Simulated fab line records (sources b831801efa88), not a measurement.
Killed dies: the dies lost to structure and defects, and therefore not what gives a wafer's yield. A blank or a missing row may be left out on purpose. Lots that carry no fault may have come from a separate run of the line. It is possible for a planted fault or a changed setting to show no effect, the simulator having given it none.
Matching of chambers    flow sky130    SKY_LI_CONTACT_CMP_02 on cmp-01 has 4 sister chambers
The step polishes PSG. 14 wafers are shown with their chamber, then 7 later ones without.

== WAFERS PAIRED WITH THEIR CHAMBERS ==
wafer   chamber  motor-current-A (A)  time-to-endpoint-s (s)  slurry-filter-dp-kPa (kPa)
L998.1  0        13.0                 32                      13.69
L998.2  2        11.5                 33                      13.17
L998.6  1        11.5                 34                      13.64
L999.1  3        12.3                 37                      13.57
L999.2  0        13.4                 32                      13.36
L999.6  3        11.7                 40                      13.72
L108.1  3        11.9                 43                      13.47
L108.4  1        10.6                 40                      13.64
L108.6  1        10.7                 34                      13.48
L110.1  3        11.7                 40                      13.58
L110.4  2        11.4                 36                      13.55
L110.6  3        12.5                 36                      13.57
L114.2  1        11.3                 34                      13.60
L114.4  2        12.4                 32                      13.59

SIGNATURES (averages over the wafers above)
reading               chamber 0  chamber 1  chamber 2  chamber 3  scatter within a chamber
motor-current-A       13.200     11.025     11.767     12.020     0.425
time-to-endpoint-s    32.00      35.50      33.67      39.20      2.58
slurry-filter-dp-kPa  13.5250    13.5900    13.4367    13.5820    0.145
Rule: for each reading, subtract the chamber's mean from the wafer's reading, divide by that reading's scatter and square the result; add these up over the readings and take the root, which gives the wafer's distance from the chamber. If the next closest chamber is less than 2 further off than the closest, the wafer can't be placed; otherwise it belongs to the closest. The scatter: the root of (the sum of the squares of (reading less its chamber's mean) over the shown wafers, divided by (wafers less chambers)).

== WAFERS WITHOUT THEIR CHAMBER ==
wafer   motor-current-A (A)  time-to-endpoint-s (s)  slurry-filter-dp-kPa (kPa)
L114.6  11.8                 37                      13.68
L117.4  11.9                 35                      13.71
L117.5  13.2                 37                      13.36
L117.6  12.2                 42                      13.59
L121.1  12.8                 32                      13.75
L121.2  12.3                 32                      13.42
L121.6  11.8                 30                      13.48

== WHICH CHAMBER EACH ONE RAN IN ==
wafer   from the rows above                in truth
L114.6  can't be placed: 3 or 1 or 2       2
L117.4  can't be placed: 3 or 2 or 1 or 0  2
L117.5  can't be placed: 0 or 3 or 2       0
L117.6  3                                  3
L121.1  can't be placed: 0 or 2 or 3       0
L121.2  can't be placed: 2 or 0 or 3       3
L121.6  can't be placed: 2 or 1 or 0       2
Correct placement for 1 of the 7. These rows do not allow placing 6 (true chamber among the candidates in 6). Number placed wrongly: 0.
